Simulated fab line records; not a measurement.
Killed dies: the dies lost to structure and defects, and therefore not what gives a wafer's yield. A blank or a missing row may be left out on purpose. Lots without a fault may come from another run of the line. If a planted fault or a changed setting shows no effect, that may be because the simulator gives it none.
8D (eight disciplines) problem report, filled in by code -- flow sky130 -- the parts of the form that need people (team, actions taken, sign-off) are left out

## 1. THE PROBLEM
LOCAL_INTERCONNECT_TIN_RS at SKY_LOCAL_INTERCONNECT_RS_MEAS_01 reads a mean of 15.79 ohm/sq on 2 wafers of 2 lots; wafers without a fault read 14.12 ohm/sq with a standard deviation of 0.15. Measured from the usual mean, that is +11 standard deviations.
The step: measures by four-point-probe.
The first sign was on wafer L145.2 at day 34 03:01, on film_metro-02. The record holds 33 wafers of 11 lots with a number at this step. By rule, "out" or "out of limits" means more than 4 standard deviations away from the usual mean. All remaining wafers that have a number are taken as sound.

## 2. WHAT IT IS, WHAT IT ISN'T
question,is,is not
which readings at this step,LOCAL_INTERCONNECT_TIN_RS,-
which lots,"L145, L147","L132, L134, L135, L136, L138, L139, L141, L146, L151"
which wafers of those lots,"L145.2, L147.1","L145.4, L145.5, L147.3, L147.6"
read on which gauges,film_metro-02,"film_metro-01, film_metro-03"
when,from day 34 03:01,"up to then (23 sound wafers); but 8 sound wafers of L146, L147, L151 came after"

## 3. SUSPECTS, AND WHAT RULES EACH OUT
Counting: if a tool at a process step up to the reading ran every lot that is out, it stays a suspect. Sound lots after the first of them don't rule it out here, since some wafers of a struck lot are sound.
- the gauge at SKY_LOCAL_INTERCONNECT_RS_MEAS_01: ruled out. All the wafers that are out were read on film_metro-02, but those of them that SKY_LOCAL_INTERCONNECT_METAL_ETCH_14 has rows for are out there too, on other tools.
- pvd_sputter-01 at SKY_LOCAL_INTERCONNECT_SPUTTER_00 (material TiN, target thk 100 nm, time 83.3 s): kept. Every lot that is out went through it, the first being L145 (day 34 02:56); the last sound lot it ran before that was L141 (day 32 21:04).
Left after counting: pvd_sputter-01 at SKY_LOCAL_INTERCONNECT_SPUTTER_00.

## 4. THE CAUSE (what the simulator had put in)
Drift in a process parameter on pvd_sputter-01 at SKY_LOCAL_INTERCONNECT_SPUTTER_00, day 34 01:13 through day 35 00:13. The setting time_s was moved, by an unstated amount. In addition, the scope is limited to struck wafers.
Only this tool survived the counting.

## 5. THE EFFECT CHAIN, in route order
One row per reading whose mean, taken over the struck wafers that have a number, lies over 3 standard deviations from the usual. Readings are gone through only where the record gives a usual standard deviation; hours: the median, over the lots, of the time from a lot's start at the first step in this table giving one to that lot's start at this step; sigmas: the change measured in usual standard deviations.
hours,step,reading,usual,on struck wafers,change,sigmas
0,SKY_LOCAL_INTERCONNECT_RS_MEAS_01,LOCAL_INTERCONNECT_TIN_RS,14.12 ohm/sq,15.79,+1.68,+11
0,SKY_LOCAL_INTERCONNECT_THK_MEAS_02,LOCAL_INTERCONNECT_TIN_THK,99.8 nm,90.7,-9.1,-8.3
26,SKY_LOCAL_INTERCONNECT_METAL_ETCH_14,oes_product_au,0.942 a.u.,0.887,-0.055,-7.9
26,SKY_LOCAL_INTERCONNECT_METAL_ETCH_14,throttle_valve_pct,21.901 %,21.935,+0.034,+3.4
Here are the process steps it includes:
- SKY_LOCAL_INTERCONNECT_METAL_ETCH_14: etches TiN in Cl2/BCl3, stops on PSG, target depth 110 nm, time 31.4 s.

## 6. HOW IT WOULD HAVE BEEN CAUGHT EARLIER
2 hours passed between the start of the fault at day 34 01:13 and the first reading out of limits at a measuring or inspecting step in this record, taken at day 34 03:01.
Tool readings at SKY_LOCAL_INTERCONNECT_SPUTTER_00 with a usual standard deviation given in the record: none out on any struck wafer, hence no alarm at a limit of 4 standard deviations on them.
Lots out: 2; of these, L147 started SKY_LOCAL_INTERCONNECT_SPUTTER_00 on pvd_sputter-01 after day 34 03:01. Holding the tool at that time would have saved it.
